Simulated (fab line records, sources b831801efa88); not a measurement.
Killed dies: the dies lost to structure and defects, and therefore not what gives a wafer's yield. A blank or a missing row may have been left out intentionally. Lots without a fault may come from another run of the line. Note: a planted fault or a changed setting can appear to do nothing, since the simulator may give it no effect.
Comparing a struck lot with a sound one :: flow sfq line :: 13 steps out of a route of 325
Sound: these wafers, L631.3, L631.5, L631.6. Wafers struck: L634.1, L634.3, L634.5. The cause is given at the end.
For every step that has rows: the tool of each side, followed by ch and its chambers, followed by its first start. Under that, the readings that differ: sound wafers :: struck wafers :: difference of the means :: sigmas: that difference in standard deviations of wafers without a fault.
alike: same words and numbers on both sides, and readings whose means sit less than 2 such deviations apart. not compared: any withheld reading, any reading some wafer has no value for, any bound like >300 that may hide the same value, and any number with overlapping values for which the record gives no deviation.
The two part at a step that has a row with sigmas, a row that says differs or no value, or rows on one side only. Numbers that don't overlap but have no deviation are shown without sigmas and don't part them. Lack of a reading on every wafer of one side parts them only where that side has two or more wafers.

first, 2 steps without rows for these wafers: SFQ_TRILAYER_I2_VIA_STRIP_SOLV_CLEAN_072 (cleans in NMP, time 600 s); SFQ_TRILAYER_M3_DEP_PRE_CLEAN_074 (time 22.5 s).
SFQ_TRILAYER_M3_DEP_SPUTTER_073: material Nb, target thk 200 nm, time 133.3 s.
  struck on pvd sputter-04, day 50 08:13; sound on pvd sputter-04, day 48 20:06
  alike: throttle valve pct
SFQ_M3_RS_MEAS_919: measures by four-point-probe.
  struck on film metro-01, day 50 08:19; sound on film metro-03, day 48 20:14
  alike: M3_NB_RS
then, 6 steps without rows for these wafers: SFQ_TRILAYER_M3_LITHO_COAT_080 (resist thk 62 nm); SFQ_TRILAYER_M3_LITHO_COAT_075 (resist thk 600 nm); SFQ_TRILAYER_M3_LITHO_SOFTBAKE_079; SFQ_TRILAYER_M3_LITHO_EXPOSE_076 (exposes mask M3, target cd 500 nm); SFQ_TRILAYER_M3_LITHO_PEB_078 (peb time 60 s); SFQ_TRILAYER_M3_LITHO_DEVELOP_077 (time 60 s).
SFQ_M3_OVL_MEAS_921:
  struck on overlay-01, day 50 10:44; sound on overlay-02, day 48 22:49
  alike: M3_OVL
SFQ_TRILAYER_M3_BARC_OPEN_METAL_ETCH_100: etches BARC in O2, target depth 125 nm, time 41.7 s.
  sound on rie metal-02 ch 0,1, day 48 22:52; struck on rie metal-03 ch 0,1, day 50 10:47
reading: oes product au (a.u.)
sound: 0.682 0.677 0.685
struck: 0.707 0.704 0.710
difference: +0.026
sigmas: +6

reading: run length s (s)
sound: 70.5 69.9 71.2
struck: 67.9 68.1 67.6
difference: -2.7
sigmas: -5
  alike: drypump motor current A, he backside leak sccm
  not compared: rf hours counter h
SFQ_TRILAYER_M3_ETCH_METAL_ETCH_078: etches Nb in Cl2/Ar, stops on SiO2, target depth 240 nm, time 120 s.
  sound on rie metal-02 ch 0,1, day 48 22:56; struck on rie metal-03 ch 0,1, day 50 10:50
  alike: drypump motor current A, he backside leak sccm, oes product au, run length s
  not compared: rf hours counter h

WHERE THEY PART
Only at SFQ_TRILAYER_M3_BARC_OPEN_METAL_ETCH_100, within this record. Later steps at which nothing parts them and some readings are alike: SFQ_TRILAYER_M3_ETCH_METAL_ETCH_078.

WHY: whatever the simulator had introduced
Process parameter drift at SFQ_TRILAYER_M3_BARC_OPEN_METAL_ETCH_100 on rie metal-03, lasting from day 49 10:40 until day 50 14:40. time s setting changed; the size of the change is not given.
